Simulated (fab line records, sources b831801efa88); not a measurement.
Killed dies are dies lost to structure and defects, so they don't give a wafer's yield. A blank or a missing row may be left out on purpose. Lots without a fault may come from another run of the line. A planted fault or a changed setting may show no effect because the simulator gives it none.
Chamber matching | flow gf180mcu | GF_V5_CMP_04 on cmp-02: 4 sister chambers
The step polishes SiO2. 20 wafers are shown with their chamber, then 10 later ones without.

WAFERS WITH THEIR CHAMBER
wafer  | chamber | motor_current_A (A) | platen_rpm (rpm)
L593.1 | 3       | 12.0                | 60.07
L593.3 | 0       | 12.8                | 60.05
L593.5 | 2       | 12.0                | 60.00
L595.1 | 2       | 12.0                | 59.97
L595.3 | 3       | 12.4                | 60.01
L595.4 | 1       | 10.8                | 59.99
L596.1 | 1       | 10.9                | 60.04
L596.3 | 0       | 12.5                | 60.04
L596.4 | 2       | 12.0                | 60.06
L598.2 | 1       | 11.0                | 60.02
L598.3 | 0       | 13.1                | 59.99
L598.4 | 2       | 12.0                | 60.00
L601.3 | 3       | 12.6                | 59.91
L601.4 | 0       | 12.4                | 59.97
L601.6 | 1       | 11.3                | 59.99
L607.1 | 2       | 11.8                | 59.85
L607.5 | 0       | 11.8                | 60.04
L607.6 | 3       | 13.0                | 59.95
L609.3 | 1       | 12.1                | 60.02
L609.5 | 3       | 12.5                | 59.96

SIGNATURES (means of the wafers above)
reading         | chamber 0 | chamber 1 | chamber 2 | chamber 3 | scatter within a chamber
motor_current_A | 12.520    | 11.220    | 11.960    | 12.500    | 0.404
platen_rpm      | 60.0180   | 60.0120   | 59.9760   | 59.9800   | 0.0538
Rule: a wafer's distance from a chamber is the root of the sum, over the readings, of the square of ((its reading less the chamber's mean) divided by the reading's scatter). The wafer belongs to the nearest chamber; if the next one is less than 2 further off, it can't be placed. The scatter: the root of (the sum of the squares of (reading less its chamber's mean) over the shown wafers, divided by (wafers less chambers)).

WAFERS WITHOUT THEIR CHAMBER
wafer  | motor_current_A (A) | platen_rpm (rpm)
L609.6 | 12.0                | 59.97
L608.1 | 10.6                | 59.96
L608.4 | 12.0                | 59.96
L608.6 | 12.4                | 60.02
L611.3 | 11.3                | 59.94
L611.4 | 12.2                | 60.02
L611.5 | 12.1                | 60.03
L616.3 | 11.9                | 60.03
L616.4 | 12.4                | 60.01
L616.5 | 12.5                | 60.00

WHICH CHAMBER EACH WENT THROUGH
wafer  | from the rows above               | in truth
L609.6 | can't be placed: 2 or 3 or 0 or 1 | 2
L608.1 | can't be placed: 1 or 2           | 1
L608.4 | can't be placed: 2 or 3 or 0 or 1 | 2
L608.6 | can't be placed: 0 or 3 or 2      | 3
L611.3 | can't be placed: 1 or 2 or 3 or 0 | 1
L611.4 | can't be placed: 0 or 2 or 3 or 1 | 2
L611.5 | can't be placed: 2 or 0 or 3 or 1 | 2
L616.3 | can't be placed: 2 or 0 or 1 or 3 | 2
L616.4 | can't be placed: 0 or 3 or 2      | 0
L616.5 | can't be placed: 0 or 3 or 2      | 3
Placed correctly: 0 of 10. Can't be placed from these rows: 10 (the true chamber is among the candidates in 10). Placed wrongly: 0.
